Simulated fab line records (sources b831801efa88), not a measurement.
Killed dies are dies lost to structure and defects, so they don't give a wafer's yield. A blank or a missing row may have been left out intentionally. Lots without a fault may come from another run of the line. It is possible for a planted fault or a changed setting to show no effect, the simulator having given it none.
The same fault as seen by 2 desks || flow gf180mcu || each desk has only its own numbers; what lay behind them comes last

DESK OF THE TOOL OWNER: lithoTrack-02
The tool's own readings at GF_HV_LDD_COAT_02 (resist thk 1000 nm): means of the sampled wafers that have a number, for each lot that ran on this tool. If a lot's mean is further than 4 standard deviations from the usual mean, the lot is out of limits and carries the mark OUT (the distance appears in the brackets).
Columns: A = exhaustPa at GF_HV_LDD_COAT_02, usual 45.1 Pa; B = spinSpeedRpm at GF_HV_LDD_COAT_02, usual 2999.8 rpm
{"lot": "L872", "first seen here": "day 12 03:38", "A": 44.4, "B": 2997.8}
{"lot": "L873", "first seen here": "day 12 09:02", "A": 45.8, "B": 2999.6}
{"lot": "L874", "first seen here": "day 12 15:44", "A": 45.2, "B": "2861.2 (-66) OUT"}
{"lot": "L876", "first seen here": "day 13 08:11", "A": 43.9, "B": "2859.8 (-67) OUT"}
{"lot": "L887", "first seen here": "day 16 15:23", "A": 44.2, "B": 2998.9}
This desk's finding: out of limits on L874, L876; first on L874, day 12 15:44 (spinSpeedRpm at GF_HV_LDD_COAT_02). In limits: L872, L873, L887.

AT THE METROLOGY DESK
What the gauges read, lot by lot, whatever tool the lot ran on: means of the sampled wafers that have a number. If a lot's mean is further than 4 standard deviations from the usual mean, the lot is out of limits and carries the mark OUT (the distance appears in the brackets).
Columns: A = LVPWELL_OVL at GF_LVPWELL_OVL_MEAS_07, usual 0.8 nm; B = VT_IMPLANT_03_OVL at GF_VT_IMPLANT_OVL_MEAS_40, usual 1.8 nm
{"lot": "L864", "first seen here": "day 3 20:58", "A": 0.5, "B": 3.0}
{"lot": "L867", "first seen here": "day 4 12:34", "A": 0.2, "B": 0.6}
{"lot": "L868", "first seen here": "day 4 20:11", "A": 1.0, "B": 2.2}
{"lot": "L872", "first seen here": "day 5 19:19", "A": 1.9, "B": 3.2}
{"lot": "L873", "first seen here": "day 5 22:13", "A": -0.3, "B": 2.6}
{"lot": "L874", "first seen here": "day 6 04:19", "A": 0.8, "B": 1.0}
{"lot": "L876", "first seen here": "day 6 17:55", "A": 2.3, "B": 0.5}
{"lot": "L883", "first seen here": "day 8 07:19", "A": 3.1, "B": 3.0}
{"lot": "L884", "first seen here": "day 8 13:01", "A": 1.2, "B": 0.4}
{"lot": "L885", "first seen here": "day 8 19:04", "A": -0.1, "B": 2.4}
{"lot": "L886", "first seen here": "day 9 01:13", "A": 2.3, "B": 2.7}
{"lot": "L887", "first seen here": "day 9 07:37", "A": 1.1, "B": 2.9}
This desk's verdict: no lot among the 12 shows anything out of limits.

PUT TOGETHER
The tool owner's desk had the chance to raise an alarm at day 12 15:44 on L874, L876.
At the metrology desk, nothing out of limits was observed.
The metrology desk has L874, L876 on record, within its limits.
Every lot named ran GF_HV_LDD_COAT_02 on lithoTrack-02.

WHAT THE SIMULATOR HAD PUT IN
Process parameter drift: lithoTrack-02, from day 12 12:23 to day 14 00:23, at GF_HV_LDD_COAT_02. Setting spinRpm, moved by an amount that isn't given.
Lots struck among those shown: L874, L876.
Hours from the fault's start to each desk's first reading out of limits: the tool owner's desk, 3.
